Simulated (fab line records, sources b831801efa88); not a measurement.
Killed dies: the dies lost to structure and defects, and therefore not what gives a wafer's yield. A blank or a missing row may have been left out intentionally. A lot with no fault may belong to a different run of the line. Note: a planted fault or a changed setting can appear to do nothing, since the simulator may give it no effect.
Which tool did it?    flow sky130    72 wafers from 24 lots sampled at 6 of the route's 708 steps

WHAT EACH GAUGE READ, for each wafer
SKY_CONTACT_RS_MEAS_25: measurement is done with a four-point probe.
lot   measured      on             CONTACT_W_RS (ohm/sq)
L074  day 31 08:11  film_metro-03  0.336 0.337 0.348
L075  day 31 17:32  film_metro-01  0.331 0.334 0.331
L076  day 33 10:07  film_metro-03  0.335 0.344 0.341
L078  day 33 11:52  film_metro-01  0.339 0.335 0.335
L077  day 33 13:04  film_metro-04  0.336 0.338 0.339
L080  day 33 21:14  film_metro-04  0.339 0.333 0.338
L079  day 33 23:25  film_metro-01  0.339 0.342 0.339
L082  day 34 05:54  film_metro-01  0.335 0.337 0.337
L081  day 34 07:43  film_metro-01  0.336 0.340 0.340
L084  day 34 14:20  film_metro-01  0.335 0.335 0.336
L083  day 34 20:29  film_metro-01  0.339 0.347 0.335
L085  day 34 23:59  film_metro-01  0.346 0.345 0.341
L086  day 35 04:22  film_metro-03  0.339 0.341 0.338
L087  day 35 16:13  film_metro-03  0.334 0.333 0.339
L088  day 35 17:03  film_metro-04  0.334 0.328 0.335
L089  day 36 03:36  film_metro-04  0.339 0.336 0.342
L090  day 36 13:40  film_metro-03  0.336 0.341 0.331
L091  day 36 17:58  film_metro-03  0.345 0.335 0.345
L092  day 37 06:55  film_metro-04  0.336 0.340 0.342
L093  day 37 14:24  film_metro-01  0.340 0.336 0.336
L094  day 37 17:47  film_metro-04  0.332 0.337 0.340
L095  day 37 22:30  film_metro-03  0.331 0.333 0.339
L096  day 38 13:05  film_metro-03  0.343 0.345 0.337
L097  day 38 13:40  film_metro-03  0.337 0.342 0.335

SKY_METAL1_CD_MEAS_15 targets a cd of 140 nm.
lot   measured      on         cd_nm (nm)
L074  day 32 11:20  cd_sem-02  137.4 137.4 137.1
L075  day 32 20:38  cd_sem-01  140.3 139.0 139.0
L076  day 34 13:56  cd_sem-02  139.5 139.0 139.3
L078  day 34 15:19  cd_sem-01  141.3 140.6 139.2
L077  day 34 16:53  cd_sem-01  139.6 139.5 137.7
L080  day 35 01:13  cd_sem-02  143.5 140.8 141.9
L079  day 35 02:41  cd_sem-01  138.3 138.9 138.3
L082  day 35 08:52  cd_sem-02  141.3 140.8 141.4
L081  day 35 11:02  cd_sem-02  139.4 139.1 139.4
L084  day 35 17:18  cd_sem-02  138.5 138.4 138.2
L083  day 35 23:00  cd_sem-02  143.8 143.2 141.8
L085  day 36 02:44  cd_sem-02  140.0 140.7 140.2
L086  day 36 06:18  cd_sem-01  140.6 140.1 140.0
L087  day 36 18:25  cd_sem-01  142.4 140.9 141.6
L088  day 36 18:54  cd_sem-02  139.5 139.7 141.1
L089  day 37 06:16  cd_sem-02  140.0 139.5 139.6
L090  day 37 16:43  cd_sem-02  138.1 138.6 138.8
L091  day 37 21:29  cd_sem-01  139.0 138.7 139.5
L092  day 38 10:19  cd_sem-01  139.4 140.3 138.1
L093  day 38 17:11  cd_sem-01  140.4 140.7 139.8
L094  day 38 20:58  cd_sem-02  140.8 141.7 141.1
L095  day 39 00:18  cd_sem-02  142.9 142.1 140.8
L096  day 39 13:32  cd_sem-02  140.4 141.9 139.3
L097  day 39 14:50  cd_sem-01  141.7 141.4 142.6

SKY_VIA1_THK_MEAS_01.
lot   measured      on             VIA1_HDPCVD_THK (nm)
L074  day 32 12:25  film_metro-04  1022 1011 1029
L075  day 32 21:47  film_metro-02  1025 1024 1018
L076  day 34 15:31  film_metro-03  1045 1053 1040
L078  day 34 16:27  film_metro-04  1034 1030 1033
L077  day 34 18:17  film_metro-04  1039 1030 1031
L080  day 35 02:15  film_metro-02  1033 1031 1045
L079  day 35 03:46  film_metro-03  1024 1033 1027
L082  day 35 09:58  film_metro-04  1031 1033 1019
L081  day 35 12:04  film_metro-03  1041 1036 1017
L084  day 35 18:20  film_metro-03  1036 1016 1029
L083  day 36 00:02  film_metro-02  1039 1036 1051
L085  day 36 03:45  film_metro-03  1020 1021 1028
L086  day 36 07:21  film_metro-04  1033 1028 1028
L087  day 36 19:26  film_metro-03  1048 1031 1013
L088  day 36 19:56  film_metro-04  1016 1019 1028
L089  day 37 07:17  film_metro-04  1044 1033 1039
L090  day 37 17:53  film_metro-03  1005 1023 1011
L091  day 37 22:31  film_metro-02  1030 1027 1026
L092  day 38 11:20  film_metro-04  1038 1037 1040
L093  day 38 18:35  film_metro-03  1020 1023 1009
L094  day 38 22:01  film_metro-02  1009 1027 1020
L095  day 39 01:32  film_metro-02  1030 1030 1028
L096  day 39 14:34  film_metro-02  1023 1050 1034
L097  day 39 15:53  film_metro-03  1028 1031 1022

WHICH TOOL RAN EACH LOT (tool, then ch and the chambers of the sampled wafers, then the start)
lot   SKY_LOCAL_INTERCONNECT_ETCH_13     SKY_LOCAL_INTERCONNECT_METAL_ETCH_14  SKY_METAL1_METAL_ETCH_19
L074  rie_metal-04 ch 0,1, day 30 01:55  rie_metal-04 ch 0,1, day 30 01:58     rie_metal-01 ch 0,1, day 32 11:35
L075  rie_metal-01 ch 0,1, day 30 10:56  rie_metal-01 ch 0,1, day 30 10:59     rie_metal-01 ch 1, day 32 20:53
L076  rie_metal-04 ch 0,1, day 32 04:29  rie_metal-04 ch 0,1, day 32 04:32     rie_metal-01 ch 0, day 34 14:17
L078  rie_metal-03 ch 0, day 32 06:33    rie_metal-03 ch 0, day 32 06:37       rie_metal-02 ch 0,1, day 34 15:34
L077  rie_metal-03 ch 0,1, day 32 08:06  rie_metal-03 ch 0,1, day 32 08:10     rie_metal-04 ch 0,1, day 34 17:09
L080  rie_metal-01 ch 0,1, day 32 16:06  rie_metal-01 ch 0,1, day 32 16:10     rie_metal-02 ch 0,1, day 35 01:26
L079  rie_metal-03 ch 0,1, day 32 17:18  rie_metal-03 ch 0,1, day 32 17:22     rie_metal-04 ch 0,1, day 35 02:56
L082  rie_metal-01 ch 0,1, day 33 00:59  rie_metal-01 ch 0,1, day 33 01:02     rie_metal-01 ch 0,1, day 35 09:06
L081  rie_metal-04 ch 0,1, day 33 01:57  rie_metal-04 ch 0,1, day 33 02:01     rie_metal-01 ch 0,1, day 35 11:16
L084  rie_metal-01 ch 0,1, day 33 09:20  rie_metal-01 ch 0,1, day 33 09:23     rie_metal-01 ch 0,1, day 35 17:33
L083  rie_metal-04 ch 0, day 33 14:36    rie_metal-04 ch 0, day 33 14:44       rie_metal-04 ch 0,1, day 35 23:15
L085  rie_metal-04 ch 0, day 33 18:28    rie_metal-04 ch 0, day 33 18:35       rie_metal-02 ch 0,1, day 36 02:58
L086  rie_metal-03 ch 0,1, day 33 23:56  rie_metal-03 ch 0,1, day 33 23:59     rie_metal-01 ch 0,1, day 36 06:33
L087  rie_metal-04 ch 0,1, day 34 12:23  rie_metal-04 ch 0,1, day 34 12:26     rie_metal-02 ch 0,1, day 36 18:38
L088  rie_metal-03 ch 0,1, day 34 13:03  rie_metal-03 ch 0,1, day 34 13:07     rie_metal-01 ch 0,1, day 36 19:09
L089  rie_metal-03 ch 0,1, day 34 23:32  rie_metal-03 ch 0,1, day 34 23:36     rie_metal-02 ch 0,1, day 37 06:29
L090  rie_metal-04 ch 0,1, day 35 09:20  rie_metal-04 ch 0,1, day 35 09:25     rie_metal-02 ch 0,1, day 37 16:57
L091  rie_metal-04 ch 0,1, day 35 14:00  rie_metal-04 ch 0,1, day 35 14:04     rie_metal-02 ch 0,1, day 37 21:44
L092  rie_metal-01 ch 0,1, day 36 02:29  rie_metal-01 ch 0,1, day 36 02:34     rie_metal-04 ch 0,1, day 38 10:32
L093  rie_metal-03 ch 0, day 36 10:23    rie_metal-03 ch 0, day 36 10:30       rie_metal-02 ch 0,1, day 38 17:26
L094  rie_metal-04 ch 0,1, day 36 12:51  rie_metal-04 ch 0,1, day 36 12:55     rie_metal-01 ch 0,1, day 38 21:13
L095  rie_metal-01 ch 0,1, day 36 17:35  rie_metal-01 ch 0,1, day 36 17:40     rie_metal-02 ch 0, day 39 00:38
L096  rie_metal-04 ch 0,1, day 37 08:03  rie_metal-04 ch 0,1, day 37 08:07     rie_metal-01 ch 0,1, day 39 13:47
L097  rie_metal-03 ch 0,1, day 37 08:44  rie_metal-03 ch 0,1, day 37 08:47     rie_metal-01 ch 0,1, day 39 15:05
- SKY_LOCAL_INTERCONNECT_ETCH_13: etches BARC in N2/H2, stops on SiO2, time 45.9 s, target depth 60 nm.
- SKY_LOCAL_INTERCONNECT_METAL_ETCH_14: etches TiN in Cl2/BCl3, stops on PSG, target depth 110 nm, time 31.4 s.
- SKY_METAL1_METAL_ETCH_19: etches the open film in Cl2/BCl3, stops on SiO2, target depth 360 nm, time 78 s.

WHAT THE TOOLS THEMSELVES READ (means of the sampled wafers that have a number; where no wafer has one, the mark that the record gives instead)
SKY_LOCAL_INTERCONNECT_ETCH_13.
lot   tool          drypump_motor_current_A (A)  oes_product_au (a.u.)  throttle_valve_pct (%)
L074  rie_metal-04  5.26                         0.850                  13.230
L075  rie_metal-01  5.55                         0.849                  13.228
L076  rie_metal-04  5.29                         0.851                  13.225
L078  rie_metal-03  5.48                         0.854                  13.228
L077  rie_metal-03  5.39                         0.855                  13.230
L080  rie_metal-01  5.27                         0.853                  13.225
L079  rie_metal-03  5.38                         0.862                  13.233
L082  rie_metal-01  5.56                         0.856                  13.223
L081  rie_metal-04  5.25                         0.858                  13.223
L084  rie_metal-01  5.30                         0.849                  13.223
L083  rie_metal-04  5.61                         0.850                  13.226
L085  rie_metal-04  5.63                         0.854                  13.226
L086  rie_metal-03  5.43                         0.851                  13.228
L087  rie_metal-04  5.42                         0.858                  13.219
L088  rie_metal-03  5.40                         0.853                  13.225
L089  rie_metal-03  5.40                         0.852                  13.219
L090  rie_metal-04  5.24                         0.856                  13.231
L091  rie_metal-04  5.45                         0.860                  13.225
L092  rie_metal-01  5.57                         0.854                  13.222
L093  rie_metal-03  5.45                         0.857                  13.231
L094  rie_metal-04  5.25                         0.852                  13.222
L095  rie_metal-01  5.56                         0.856                  13.223
L096  rie_metal-04  5.26                         0.859                  13.219
L097  rie_metal-03  5.40                         0.850                  13.218

SKY_LOCAL_INTERCONNECT_METAL_ETCH_14.
lot   tool          drypump_motor_current_A (A)  oes_product_au (a.u.)  throttle_valve_pct (%)
L074  rie_metal-04  5.25                         0.949                  21.900
L075  rie_metal-01  5.54                         0.949                  21.892
L076  rie_metal-04  5.25                         0.946                  21.902
L078  rie_metal-03  5.44                         0.938                  21.896
L077  rie_metal-03  5.39                         0.936                  21.911
L080  rie_metal-01  5.29                         0.945                  21.911
L079  rie_metal-03  5.39                         0.941                  21.904
L082  rie_metal-01  5.54                         0.934                  21.901
L081  rie_metal-04  5.23                         0.940                  21.904
L084  rie_metal-01  5.29                         0.942                  21.895
L083  rie_metal-04  5.61                         0.933                  21.898
L085  rie_metal-04  5.61                         0.932                  21.906
L086  rie_metal-03  5.44                         0.942                  21.893
L087  rie_metal-04  5.44                         0.947                  21.907
L088  rie_metal-03  5.38                         0.940                  21.910
L089  rie_metal-03  5.39                         0.929                  21.905
L090  rie_metal-04  5.22                         0.948                  21.888
L091  rie_metal-04  5.42                         0.942                  21.903
L092  rie_metal-01  5.53                         0.945                  21.902
L093  rie_metal-03  5.49                         0.948                  21.901
L094  rie_metal-04  5.25                         0.948                  21.904
L095  rie_metal-01  5.55                         0.929                  21.904
L096  rie_metal-04  5.24                         0.949                  21.890
L097  rie_metal-03  5.39                         0.936                  21.891

SKY_METAL1_METAL_ETCH_19.
lot   tool          drypump_motor_current_A (A)  oes_product_au (a.u.)  throttle_valve_pct (%)
L074  rie_metal-01  5.5                          0.845                  22.265
L075  rie_metal-01  5.8                          0.850                  22.263
L076  rie_metal-01  5.0                          0.858                  22.268
L078  rie_metal-02  5.6                          0.851                  22.262
L077  rie_metal-04  5.3                          0.859                  22.261
L080  rie_metal-02  5.6                          0.861                  22.267
L079  rie_metal-04  5.3                          0.847                  22.260
L082  rie_metal-01  5.3                          0.848                  22.269
L081  rie_metal-01  5.3                          0.851                  22.269
L084  rie_metal-01  5.3                          0.855                  22.270
L083  rie_metal-04  5.3                          0.854                  22.267
L085  rie_metal-02  5.5                          0.853                  22.262
L086  rie_metal-01  5.5                          0.854                  22.259
L087  rie_metal-02  5.6                          0.853                  22.259
L088  rie_metal-01  5.3                          0.849                  22.262
L089  rie_metal-02  5.6                          0.848                  22.271
L090  rie_metal-02  5.6                          0.852                  22.265
L091  rie_metal-02  5.6                          0.844                  22.268
L092  rie_metal-04  5.3                          0.854                  22.259
L093  rie_metal-02  5.6                          0.854                  22.258
L094  rie_metal-01  5.5                          0.854                  22.267
L095  rie_metal-02  5.7                          0.847                  22.270
L096  rie_metal-01  5.3                          0.843                  22.260
L097  rie_metal-01  5.5                          0.858                  22.253

THE ANSWER, worked out from the rows above alone
Rule: the lots themselves supply what counts as usual. Put in order of their means at a reading, lots are off if they are a third of the lots or fewer, leave a main group of 4 or more, and stand apart from it by a gap of 3 or more times the standard deviation of the main group's means; of several such gaps the widest counts. A main group is skipped when, at the precision printed for the reading in the tables above, its means are all equal. Also off: a lot with no number at a reading for which 4 or more lots have one. All remaining lots with rows at the step are treated as sound. First the gauges in route order, then the tools' own readings, where a lot's mean is used as printed above. At the first step where some lot is off, the reading lying furthest off is the one used; lots without a number count as furthest.
Nothing can be told from this: no lot is off at any reading shown.

WHAT THE SIMULATOR PUT IN
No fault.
